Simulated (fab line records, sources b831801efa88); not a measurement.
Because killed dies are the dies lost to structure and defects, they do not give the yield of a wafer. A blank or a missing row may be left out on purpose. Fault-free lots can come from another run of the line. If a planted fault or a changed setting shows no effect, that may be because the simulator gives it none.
Matching of chambers    flow sky130    SKY_METAL4_ETCH_17 on rie-diel-01 has 4 sister chambers
The step etches SiO2 in C4F8/O2/Ar, stops on TiN, time 3.9 s, target depth 15 nm. 7 wafers are shown with their chamber, then 12 later ones without.

## WAFERS, EACH WITH ITS CHAMBER
wafer   chamber  oes-product-au (a.u.)
L084.4  3        0.763
L088.1  0        0.763
L088.2  3        0.753
L088.3  2        0.749
L088.4  1        0.770
L088.5  1        0.751
L088.6  0        0.769

## WAFERS WITHOUT THEIR CHAMBER
wafer   oes-product-au (a.u.)
L090.1  0.757
L090.5  0.764
L090.6  0.748
L095.3  0.746
L095.4  0.763
L095.5  0.754
L096.2  0.757
L096.3  0.746
L096.4  0.748
L097.3  0.752
L097.4  0.763
L097.5  0.746

## THE CHAMBER EACH PASSED THROUGH
wafer   from the rows above                in truth
L090.1  can't be placed: 3 or 1 or 2 or 0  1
L090.5  can't be placed: 0 or 1 or 3 or 2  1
L090.6  can't be placed: 2 or 3 or 1 or 0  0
L095.3  can't be placed: 2 or 3 or 1 or 0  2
L095.4  can't be placed: 1 or 0 or 3 or 2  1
L095.5  can't be placed: 3 or 2 or 1 or 0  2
L096.2  can't be placed: 3 or 1 or 2 or 0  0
L096.3  can't be placed: 2 or 3 or 1 or 0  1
L096.4  can't be placed: 2 or 3 or 1 or 0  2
L097.3  can't be placed: 2 or 3 or 1 or 0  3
L097.4  can't be placed: 1 or 0 or 3 or 2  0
L097.5  can't be placed: 2 or 3 or 1 or 0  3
Correct placement for 0 of the 12. From these rows, 12 cannot be placed; in 12 the true chamber is one of the candidates. 0 placed wrongly.
How it was worked out, from the rows above alone: a wafer's distance from a chamber is the root of the sum, over the readings, of the square of ((its reading less the chamber's mean) divided by the reading's scatter). If the next closest chamber is less than 2 further off than the closest, the wafer can't be placed; otherwise it belongs to the closest. The mean given for a chamber averages the wafers shown for that chamber. The scatter: take each reading less its chamber's mean, square it, sum over the shown wafers, divide by the number of wafers less the number of chambers, and take the root.
